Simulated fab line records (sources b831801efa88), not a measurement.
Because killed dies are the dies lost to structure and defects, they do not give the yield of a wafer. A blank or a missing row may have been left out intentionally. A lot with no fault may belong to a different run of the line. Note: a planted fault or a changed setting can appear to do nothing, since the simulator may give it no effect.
Which tool is to blame? + flow sky130 + 14 lots, 42 wafers sampled, at 1 step of a route of 708

== WHAT EACH GAUGE READ, for each wafer ==
The record holds no reading of a measuring or inspecting step that can be judged against a usual standard deviation.

== EACH LOT AND THE TOOL THAT RAN IT (in order: tool; ch and the chambers of the sampled wafers; start) ==
| lot  | SKY_METAL1_SPUTTER_03        |
|------|------------------------------|
| L439 | pvd sputter-02, day 32 22:07 |
| L441 | pvd sputter-02, day 33 20:56 |
| L440 | pvd sputter-02, day 33 22:40 |
| L443 | pvd sputter-02, day 34 01:30 |
| L442 | pvd sputter-02, day 34 13:31 |
| L445 | pvd sputter-03, day 35 03:32 |
| L447 | pvd sputter-04, day 35 10:55 |
| L446 | pvd sputter-04, day 35 12:58 |
| L451 | pvd sputter-04, day 36 17:40 |
| L449 | pvd sputter-04, day 36 18:59 |
| L452 | pvd sputter-04, day 36 20:12 |
| L450 | pvd sputter-02, day 36 23:23 |
| L456 | pvd sputter-02, day 37 15:40 |
| L457 | pvd sputter-02, day 37 17:14 |
- SKY_METAL1_SPUTTER_03: material Ti, target thk 5 nm, time 3.3 s.

== WHAT THE TOOLS THEMSELVES READ (means of the sampled wafers that have a number; where no wafer has one, the mark that the record gives instead) ==
SKY_METAL1_SPUTTER_03. Usual: cathode dc power W 2999.9 W, standard deviation 0.57; chamber pressure pa 0.4000 Pa, standard deviation 0.00076; throttle valve pct 30.5 %, standard deviation 0.7.
| lot  | tool           | cathode dc power W (W) | chamber pressure pa (Pa) | throttle valve pct (%) | flag |
|------|----------------|------------------------|--------------------------|------------------------|------|
| L439 | pvd sputter-02 | 2999.7                 | 0.3998                   | 31.4                   |      |
| L441 | pvd sputter-02 | 2999.8                 | 0.4004                   | 30.8                   |      |
| L440 | pvd sputter-02 | 2999.7                 | 0.3989                   | 30.9                   |      |
| L443 | pvd sputter-02 | 2999.4                 | 0.3995                   | 31.4                   |      |
| L442 | pvd sputter-02 | 3000.1                 | 0.4005                   | 30.8                   |      |
| L445 | pvd sputter-03 | 3000.2                 | 0.3999                   | 30.3                   |      |
| L447 | pvd sputter-04 | 2999.9                 | 0.4001                   | 30.1                   |      |
| L446 | pvd sputter-04 | 2999.8                 | 0.4002                   | 30.2                   |      |
| L451 | pvd sputter-04 | 3000.1                 | 0.4004                   | 30.1                   |      |
| L449 | pvd sputter-04 | 3000.1                 | 0.4000                   | 30.2                   |      |
| L452 | pvd sputter-04 | -                      | -                        | -                      | OFF  |
| L450 | pvd sputter-02 | -                      | -                        | -                      | OFF  |
| L456 | pvd sputter-02 | 3000.1                 | 0.4002                   | 30.9                   |      |
| L457 | pvd sputter-02 | 3000.5                 | 0.3989                   | 31.7                   |      |

== THE ANSWER, worked out from the rows above alone ==
Rule: lot off if the mean of its wafers having a number is beyond 3 standard deviations from the usual mean. Also off: a lot with no number at a reading for which 4 or more lots have one. All remaining lots with rows at the step are treated as sound. First the gauges in route order, then the tools' own readings, where a lot's mean is used as printed above. At the first step where some lot is off, the reading lying furthest off is the one used; lots without a number count as furthest.
Off: L452, L450, at SKY_METAL1_SPUTTER_03 (cathode dc power W). Without a number there: L452, L450.
A tool fits if, at that step or a process step before it, it ran every lot that is off, and no sound lot after the first of them. No candidate that was tried fits.

== WHAT THE SIMULATOR HAD INSERTED ==
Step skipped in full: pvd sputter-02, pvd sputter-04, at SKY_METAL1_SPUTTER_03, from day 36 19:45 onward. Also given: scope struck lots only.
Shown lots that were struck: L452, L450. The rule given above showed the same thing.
